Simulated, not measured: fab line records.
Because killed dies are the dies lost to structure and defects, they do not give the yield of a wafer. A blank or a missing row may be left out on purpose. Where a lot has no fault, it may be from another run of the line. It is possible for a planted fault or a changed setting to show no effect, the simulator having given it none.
fab line records -- flow sky130
record lots=14, wafers=42, last-day=50
route steps=708 shown LI_CONTACT@377 LOCAL_INTERCONNECT@399 CONTACT@406
lots untouched by any fault: they come from a run of this same line in which no faults occurred
start-h: hours from the record's opening day to when the first of the lot's shown wafers began -- wait-h: hours elapsed since this lot's preceding step -- " identical to the entry in the row above -- L1.1+2: a row that stands for several wafers -- - no value, or no start was given -- * or withheld: withheld -- < > ~ a bound
route shown NAME@n: NAME is a module with steps in the file, n the number in the route of the first one -- usual: mean and standard deviation over wafers with no fault -- same: alike in all rows -- chamber/n: place in a boat -- sites: readings site by site -- _std_site: the standard deviation of these -- _edge_site: outer sites' mean less inner sites' -- radius-mm: for every site, how far away it sits from the centre of the wafer -- mask NAME#n: copy n -- behind: the last tool/chamber to shape the wafer -- hold: why the lot went on hold/how many hours it stayed there/how the hold came to an end -- device: transistor that didn't switch, given as n, p or np -- end of line: tests of these same wafers at the route's end -- a step without rows: its recipe alone -- killed: count of dies lost to structure and defects at first sort (not the wafer's yield) -- map: per-die view of a wafer (x killed, . not killed, _ where there is no die)
set.NAME: the setting that was run; set.NAME@STEP: the one run at that earlier step -- model.NAME: the simulator's own value behind a step, which no gauge read
steps of the route over a sample of lots; a table a step, a row a wafer
services: the hour from which a tool's chamber was out of use, counted from the record's first day as start-h (under 0 if before that day), plus the number of hours and why
## steps
# step SKY_LI_CONTACT_ETCH_15
# recipe target=PSG, chemistry=C4F8/O2/Ar, stop-on=Si, taper-deg=4.15, mask-material=KrF-thick, source-w=1500, bias-w=1200, pressure-mtorr=40, c4f8-flow-sccm=withheld, O2_flow_sccm=6, Ar_flow_sccm=300, time-s=withheld, target-depth-a=6000
# usual oes-product-au=0.838/0.0046
lot.wafer,tool,chamber,start-h,wait-h,oes-product-au
L214.1,rie-diel-03,2,677.13,0.0,0.845
L214.2,rie-diel-03,0,677.13,0.0,0.840
L214.6,rie-diel-03,0,677.13,0.0,0.835
L216.1,rie-diel-02,3,697.13,0.0,0.841
L216.3,rie-diel-02,2,697.13,0.0,0.834
L216.4,rie-diel-02,0,697.13,0.0,0.838
L219.1,rie-diel-03,3,731.06,0.0,0.837
L219.3,rie-diel-03,1,731.06,0.0,0.843
L219.6,rie-diel-03,2,731.06,0.0,0.831
L220.2,rie-diel-04,2,731.18,0.0,0.838
L220.5,rie-diel-04,0,731.18,0.0,0.842
L220.6,rie-diel-04,3,731.18,0.0,0.838
L221.2,rie-diel-02,1,732.62,0.0,0.836
L221.3,rie-diel-02,0,732.62,0.0,0.841
L221.4,rie-diel-02,2,732.62,0.0,0.837
L222.1,rie-diel-03,1,765.11,0.0,0.851
L222.2,rie-diel-03,0,765.11,0.0,0.827
L222.5,rie-diel-03,3,765.11,0.0,0.840
L223.1,rie-diel-02,1,765.77,0.0,0.833
L223.2,rie-diel-02,2,765.77,0.0,0.838
L223.5,rie-diel-02,0,765.77,0.0,0.839
L229.2,rie-diel-03,0,810.38,0.0,0.838
L229.5,rie-diel-03,0,810.38,0.0,0.838
L229.6,rie-diel-03,3,810.38,0.0,0.843
L232.1,rie-diel-03,3,823.51,0.0,0.841
L232.5,rie-diel-03,0,823.51,0.0,0.835
L232.6,rie-diel-03,3,823.51,0.0,0.838
L233.4,rie-diel-03,2,829.71,0.0,0.835
L233.5,rie-diel-03,2,829.71,0.0,0.839
L233.6,rie-diel-03,3,829.71,0.0,0.841
L234.3,rie-diel-02,0,835.56,0.0,0.837
L234.4,rie-diel-02,3,835.56,0.0,0.834
L234.6,rie-diel-02,1,835.56,0.0,0.835
L235.2,rie-diel-02,2,847.18,0.0,0.840
L235.3,rie-diel-02,1,847.18,0.0,0.840
L235.6,rie-diel-02,1,847.18,0.0,0.828
L236.2,rie-diel-03,1,853.93,0.0,0.835
L236.4,rie-diel-03,3,853.93,0.0,0.837
L236.6,rie-diel-03,1,853.93,0.0,0.848
L237.1,rie-diel-03,1,854.77,0.0,0.839
L237.2,rie-diel-03,2,854.77,0.0,0.845
L237.6,rie-diel-03,2,854.77,0.0,0.836
# step SKY_LI_CONTACT_SPUTTER_20
# recipe material=TiN, target-thk-nm=20, chamber-pressure-pa=5, power-w=4000, time-s=80
# usual throttle-valve-pct=29.6/0.72
lot.wafer,tool,chamber,start-h,wait-h,throttle-valve-pct
L214.1,pvd-sputter-04,-,677.59,0.0,29.2
L214.2,pvd-sputter-04,-,677.59,0.0,28.8
L214.6,pvd-sputter-04,-,677.59,0.0,29.7
L216.1,pvd-sputter-01,-,697.59,0.0,31.1
L216.3,pvd-sputter-01,-,697.59,0.0,29.6
L216.4,pvd-sputter-01,-,697.59,0.0,29.8
L219.1,pvd-sputter-03,-,731.52,0.0,30.6
L219.3,pvd-sputter-03,-,731.52,0.0,30.2
L219.6,pvd-sputter-03,-,731.52,0.0,29.1
L220.2,pvd-sputter-04,-,731.64,0.0,29.1
L220.5,pvd-sputter-04,-,731.64,0.0,28.6
L220.6,pvd-sputter-04,-,731.64,0.0,29.5
L221.2,pvd-sputter-01,-,733.08,0.0,30.8
L221.3,pvd-sputter-01,-,733.08,0.0,29.6
L221.4,pvd-sputter-01,-,733.08,0.0,30.0
L222.1,pvd-sputter-04,-,765.57,0.0,29.4
L222.2,pvd-sputter-04,-,765.57,0.0,29.0
L222.5,pvd-sputter-04,-,765.57,0.0,29.5
L223.1,pvd-sputter-03,-,766.23,0.0,30.3
L223.2,pvd-sputter-03,-,766.23,0.0,30.9
L223.5,pvd-sputter-03,-,766.23,0.0,30.8
L229.2,pvd-sputter-01,-,810.85,0.0,31.1
L229.5,pvd-sputter-01,-,810.85,0.0,31.0
L229.6,pvd-sputter-01,-,810.85,0.0,29.7
L232.1,pvd-sputter-04,-,823.97,0.0,29.5
L232.5,pvd-sputter-04,-,823.97,0.0,29.1
L232.6,pvd-sputter-04,-,823.97,0.0,29.4
L233.4,pvd-sputter-04,-,830.19,0.0,29.3
L233.5,pvd-sputter-04,-,830.19,0.0,29.5
L233.6,pvd-sputter-04,-,830.19,0.0,28.5
L234.3,pvd-sputter-03,-,836.02,0.0,29.2
L234.4,pvd-sputter-03,-,836.02,0.0,30.8
L234.6,pvd-sputter-03,-,836.02,0.0,30.3
L235.2,pvd-sputter-03,-,847.64,0.0,30.3
L235.3,pvd-sputter-03,-,847.64,0.0,30.8
L235.6,pvd-sputter-03,-,847.64,0.0,30.2
L236.2,pvd-sputter-01,-,854.39,0.0,29.9
L236.4,pvd-sputter-01,-,854.39,0.0,29.1
L236.6,pvd-sputter-01,-,854.39,0.0,29.3
L237.1,pvd-sputter-04,-,855.22,0.0,29.5
L237.2,pvd-sputter-04,-,855.22,0.0,28.5
L237.6,pvd-sputter-04,-,855.22,0.0,29.6
# step SKY_LOCAL_INTERCONNECT_OVL_MEAS_12
# usual LOCAL_INTERCONNECT_OVL=0/5
lot.wafer,tool,chamber,start-h,wait-h,LOCAL_INTERCONNECT_OVL[nm]
L214.1,overlay-01,-,706.76,0.1,-1
L214.2,overlay-01,-,706.76,0.1,-4
L214.6,overlay-01,-,706.76,0.1,-4
L216.1,overlay-02,-,726.14,0.1,-1
L216.3,overlay-02,-,726.14,0.1,5
L216.4,overlay-02,-,726.14,0.1,4
L219.1,overlay-01,-,759.69,0.1,1
L219.3,overlay-01,-,759.69,0.1,2
L219.6,overlay-01,-,759.69,0.1,4
L220.2,overlay-02,-,759.80,0.1,4
L220.5,overlay-02,-,759.80,0.1,3
L220.6,overlay-02,-,759.80,0.1,2
L221.2,overlay-02,-,760.69,0.1,4
L221.3,overlay-02,-,760.69,0.1,4
L221.4,overlay-02,-,760.69,0.1,3
L222.1,overlay-02,-,793.86,0.1,4
L222.2,overlay-02,-,793.86,0.1,-2
L222.5,overlay-02,-,793.86,0.1,0
L223.1,overlay-01,-,794.71,0.1,1
L223.2,overlay-01,-,794.71,0.1,0
L223.5,overlay-01,-,794.71,0.1,1
L229.2,overlay-01,-,838.41,0.1,6
L229.5,overlay-01,-,838.41,0.1,5
L229.6,overlay-01,-,838.41,0.1,7
L232.1,overlay-01,-,851.06,0.1,-9
L232.5,overlay-01,-,851.06,0.1,-11
L232.6,overlay-01,-,851.06,0.1,-8
L233.4,overlay-01,-,858.47,0.1,-6
L233.5,overlay-01,-,858.47,0.1,-3
L233.6,overlay-01,-,858.47,0.1,-9
L234.3,overlay-01,-,863.82,0.1,0
L234.4,overlay-01,-,863.82,0.1,-1
L234.6,overlay-01,-,863.82,0.1,4
L235.2,overlay-02,-,875.50,0.1,3
L235.3,overlay-02,-,875.50,0.1,-3
L235.6,overlay-02,-,875.50,0.1,-4
L236.2,overlay-02,-,881.14,0.1,3
L236.4,overlay-02,-,881.14,0.1,3
L236.6,overlay-02,-,881.14,0.1,7
L237.1,overlay-02,-,881.90,0.1,-2
L237.2,overlay-02,-,881.90,0.1,4
L237.6,overlay-02,-,881.90,0.1,2
# step SKY_CONTACT_CVD_00
# recipe material=Si3N4, target-thk-nm=75, temp-c=400, time-s=withheld, rf-w=450
# usual heater-power-w=694/140
lot.wafer,tool,chamber,start-h,wait-h,heater-power-w
L214.1,pecvd-02,2,707.50,0.0,622
L214.2,pecvd-02,1,707.50,0.0,1001
L214.6,pecvd-02,0,707.50,0.0,553
L216.1,pecvd-02,1,726.88,0.0,942
L216.3,pecvd-02,0,726.88,0.0,588
L216.4,pecvd-02,1,726.88,0.0,961
L219.1,pecvd-03,1,760.43,0.0,732
L219.3,pecvd-03,0,760.43,0.0,709
L219.6,pecvd-03,1,760.43,0.0,723
L220.2,pecvd-01,0,760.54,0.0,662
L220.5,pecvd-01,0,760.54,0.0,657
L220.6,pecvd-01,1,760.54,0.0,726
L221.2,pecvd-02,1,761.43,0.0,894
L221.3,pecvd-02,2,761.43,0.0,612
L221.4,pecvd-02,0,761.43,0.0,514
L222.1,pecvd-02,1,794.60,0.0,849
L222.2,pecvd-02,2,794.60,0.0,589
L222.5,pecvd-02,1,794.60,0.0,860
L223.1,pecvd-01,2,795.49,0.0,579
L223.2,pecvd-01,1,795.49,0.0,713
L223.5,pecvd-01,2,795.49,0.0,608
L229.2,pecvd-03,2,839.25,0.0,958
L229.5,pecvd-03,0,839.25,0.0,589
L229.6,pecvd-03,2,839.25,0.0,964
L232.1,pecvd-03,1,851.89,0.0,690
L232.5,pecvd-03,0,851.89,0.0,626
L232.6,pecvd-03,1,851.89,0.0,688
L233.4,pecvd-01,2,859.65,0.0,515
L233.5,pecvd-01,0,859.65,0.0,628
L233.6,pecvd-01,1,859.65,0.0,639
L234.3,pecvd-01,0,864.55,0.0,692
L234.4,pecvd-01,0,864.55,0.0,686
L234.6,pecvd-01,2,864.55,0.0,553
L235.2,pecvd-02,1,876.25,0.0,941
L235.3,pecvd-02,0,876.25,0.0,503
L235.6,pecvd-02,0,876.25,0.0,519
L236.2,pecvd-01,0,881.91,0.0,660
L236.4,pecvd-01,1,881.91,0.0,683
L236.6,pecvd-01,0,881.91,0.0,680
L237.1,pecvd-02,0,882.68,0.0,535
L237.2,pecvd-02,2,882.68,0.0,630
L237.6,pecvd-02,1,882.68,0.0,862
# step SKY_CONTACT_THK_MEAS_01
# recipe reads=Si3N4_of_CONTACT_CVD_00
# usual CONTACT_CVD_00_THK=75.0/1.2
lot.wafer,tool,chamber,start-h,wait-h,hold,CONTACT_CVD_00_THK[nm]
L214.1,film-metro-02,-,707.53,-,-,74.9
L214.2,film-metro-02,-,707.53,-,-,75.0
L214.6,film-metro-02,-,707.53,-,-,75.6
L216.1,film-metro-04,-,726.91,-,-,76.5
L216.3,film-metro-04,-,726.91,-,-,76.4
L216.4,film-metro-04,-,726.91,-,-,77.1
L219.1,film-metro-04,-,760.46,-,-,73.9
L219.3,film-metro-04,-,760.46,-,-,74.6
L219.6,film-metro-04,-,760.46,-,-,75.4
L220.2,film-metro-02,-,760.58,-,-,74.6
L220.5,film-metro-02,-,760.58,-,-,74.9
L220.6,film-metro-02,-,760.58,-,-,74.6
L221.2,film-metro-04,-,761.47,-,-,75.5
L221.3,film-metro-04,-,761.47,-,-,75.6
L221.4,film-metro-04,-,761.47,-,-,77.5
L222.1,film-metro-02,-,794.63,-,-,75.9
L222.2,film-metro-02,-,794.63,-,-,76.8
L222.5,film-metro-02,-,794.63,-,-,77.8
L223.1,film-metro-04,-,795.52,-,-,73.3
L223.2,film-metro-04,-,795.52,-,-,72.8
L223.5,film-metro-04,-,795.52,-,-,74.6
L229.2,film-metro-02,-,839.31,-,await-dispo/0.2h/release,88.1
L229.5,film-metro-02,-,839.31,-,await-dispo/0.2h/release,90.8
L229.6,film-metro-02,-,839.31,-,await-dispo/0.2h/release,89.6
L229.2,film-metro-02,-,839.53,0.2,-,88.2
L229.5,film-metro-02,-,839.53,0.2,-,90.8
L229.6,film-metro-02,-,839.53,0.2,-,89.5
L232.1,film-metro-02,-,851.92,-,await-dispo/0.2h/release,89.7
L232.5,film-metro-02,-,851.92,-,await-dispo/0.2h/release,90.8
L232.6,film-metro-02,-,851.92,-,await-dispo/0.2h/release,91.1
L232.1,film-metro-02,-,852.15,0.2,-,89.7
L232.5,film-metro-02,-,852.15,0.2,-,90.9
L232.6,film-metro-02,-,852.15,0.2,-,91.1
L233.4,film-metro-01,-,859.70,-,-,75.1
L233.5,film-metro-01,-,859.70,-,-,75.8
L233.6,film-metro-01,-,859.70,-,-,75.0
L234.3,film-metro-01,-,864.60,-,-,74.2
L234.4,film-metro-01,-,864.60,-,-,75.9
L234.6,film-metro-01,-,864.60,-,-,73.7
L235.2,film-metro-02,-,876.29,-,-,74.6
L235.3,film-metro-02,-,876.29,-,-,74.3
L235.6,film-metro-02,-,876.29,-,-,75.8
L236.2,film-metro-02,-,881.95,-,-,75.3
L236.4,film-metro-02,-,881.95,-,-,74.5
L236.6,film-metro-02,-,881.95,-,-,76.4
L237.1,film-metro-02,-,882.71,-,-,73.7
L237.2,film-metro-02,-,882.71,-,-,74.4
L237.6,film-metro-02,-,882.71,-,-,76.5
# step SKY_CONTACT_ETCH_18
# recipe target=Si3N4, chemistry=CHF3/O2, stop-on=TiN, source-w=600, bias-w=200, pressure-mtorr=40, chf3-flow-sccm=50, O2_flow_sccm=5, time-s=39, target-depth-a=750
# usual drypump-motor-current-A=5.7/0.38, oes-product-au=0.855/0.0089, throttle-valve-pct=8.793/0.0099
lot.wafer,tool,chamber,start-h,wait-h,drypump-motor-current-A,oes-product-au,rf-hours-counter-h,throttle-valve-pct
L214.1,rie-diel-02,1,-,-,5.5,0.852,9,8.804
L214.2,rie-diel-02,0,-,-,5.9,0.857,38,8.789
L214.6,rie-diel-02,1,-,-,5.5,0.858,-,8.790
L216.1,rie-diel-02,0,-,-,5.9,0.859,38,8.774
L216.3,rie-diel-02,3,-,-,5.5,0.860,26,8.781
L216.4,rie-diel-02,1,-,-,5.5,0.868,10,8.799
L219.1,rie-diel-02,0,-,-,5.9,0.850,39,8.795
L219.3,rie-diel-02,2,-,-,5.1,0.848,8,8.796
L219.6,rie-diel-02,1,-,-,5.5,0.864,-,8.808
L220.2,rie-diel-04,3,-,-,6.0,0.862,10,8.792
L220.5,rie-diel-04,1,-,-,6.0,0.849,-,8.805
L220.6,rie-diel-04,0,-,-,6.1,0.848,-,8.784
L221.2,rie-diel-01,1,-,-,5.4,0.860,6,8.781
L221.3,rie-diel-01,2,-,-,5.0,0.864,25,8.792
L221.4,rie-diel-01,3,-,-,6.4,0.875,22,8.797
L222.1,rie-diel-02,0,-,-,5.9,0.856,1,8.780
L222.2,rie-diel-02,1,-,-,5.6,0.872,12,8.799
L222.5,rie-diel-02,1,-,-,5.5,0.878,-,8.815
L223.1,rie-diel-04,0,-,-,6.1,0.841,1,8.805
L223.2,rie-diel-04,2,-,-,5.8,0.837,0,8.787
L223.5,rie-diel-04,1,-,-,6.0,0.851,-,8.789
L229.2,rie-diel-04,2,-,-,5.8,0.942,1,8.811
L229.5,rie-diel-04,1,-,-,6.0,0.959,-,8.819
L229.6,rie-diel-04,2,-,-,5.8,0.948,-,8.812
L232.1,rie-diel-04,0,-,-,6.1,0.947,2,8.811
L232.5,rie-diel-04,0,-,-,6.1,0.947,-,8.811
L232.6,rie-diel-04,3,-,-,6.0,0.962,-,8.809
L233.4,rie-diel-01,1,-,-,5.4,0.855,10,8.785
L233.5,rie-diel-01,0,-,-,5.9,0.858,-,8.801
L233.6,rie-diel-01,3,-,-,6.3,0.851,-,8.797
L234.3,rie-diel-01,2,-,-,5.0,0.850,28,8.791
L234.4,rie-diel-01,3,-,-,6.3,0.862,25,8.806
L234.6,rie-diel-01,3,-,-,6.3,0.840,-,8.797
L235.2,rie-diel-01,0,-,-,5.9,0.857,6,8.779
L235.3,rie-diel-01,2,-,-,5.0,0.844,29,8.803
L235.6,rie-diel-01,0,-,-,5.9,0.862,-,8.783
L236.2,rie-diel-04,1,-,-,6.0,0.855,22,8.789
L236.4,rie-diel-04,2,-,-,5.8,0.856,2,8.782
L236.6,rie-diel-04,2,-,-,5.8,0.865,-,8.781
L237.1,rie-diel-04,2,-,-,5.8,0.851,2,8.785
L237.2,rie-diel-04,3,-,-,6.0,0.851,14,8.791
L237.6,rie-diel-04,1,-,-,6.0,0.863,-,8.799
## services
tool,chamber,start-h,hours,kind
rie-diel-04,-,654.24,0.7,repair
rie-diel-01,-,654.48,0.4,repair
pvd-sputter-04,-,685.80,2.3,repair
rie-diel-04,0,687.93,3.2,repair
pecvd-02,-,702.54,1.8,repair
rie-diel-01,2,720.58,4.3,repair
pecvd-02,2,729.84,4.0,repair
rie-diel-04,3,733.13,9.9,repair
rie-diel-01,2,736.67,5.1,repair
rie-diel-03,0,738.42,1.2,repair
rie-diel-02,0,740.35,6.1,repair
rie-diel-04,-,742.72,1.7,repair
pecvd-02,1,743.23,4.2,repair
pecvd-01,-,748.42,1.1,repair
rie-diel-01,-,750.44,0.5,repair
pecvd-02,-,777.21,0.8,pm
pecvd-02,0,794.77,4.6,repair
rie-diel-01,1,799.10,2.4,repair
rie-diel-04,0,828.41,6.8,repair
rie-diel-03,1,840.54,5.0,repair
rie-diel-04,-,842.36,15.6,pm
rie-diel-01,0,873.29,3.9,repair
pecvd-01,-,873.62,5.8,repair
rie-diel-04,2,877.99,6.4,repair
## key
first-sign step=SKY_CONTACT_THK_MEAS_01, reading=visit, direction=added
effect step=SKY_CONTACT_THK_MEAS_01, reading=CONTACT_CVD_00_THK, direction=up, sigmas=13, usual=75.0, struck=90.0
effect step=SKY_CONTACT_ETCH_18, reading=oes-product-au, direction=up, sigmas=11, usual=0.855, struck=0.951
met-at SKY_CONTACT_CVD_00
struck-lots L229,L232
sort-left-out L232.1,L232.5,L232.6
tester-left-out L229,L232
not-acting-at SKY_LI_CONTACT_ETCH_15,SKY_LI_CONTACT_SPUTTER_20,SKY_LOCAL_INTERCONNECT_OVL_MEAS_12
onset-between 760.43 839.25
fault kind=process-parameter-drift, tool=pecvd-03, chamber=-, onset-h=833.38, steps=SKY_CONTACT_CVD_00, channel=time-s, offset=withheld, shape=step, end-h=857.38, acts-in=*
# tester-left-out: of these lots the tester's yield and bins aren't shown, on N5 and GAA mostly nor the transistor test; their killed dies are dies lost to structure and defects alone, not to doping, threshold or leakage, so they don't give the yield
# sort-left-out: the simulated sort isn't trusted on such a fault, so these wafers' sort isn't shown, and their yield isn't known
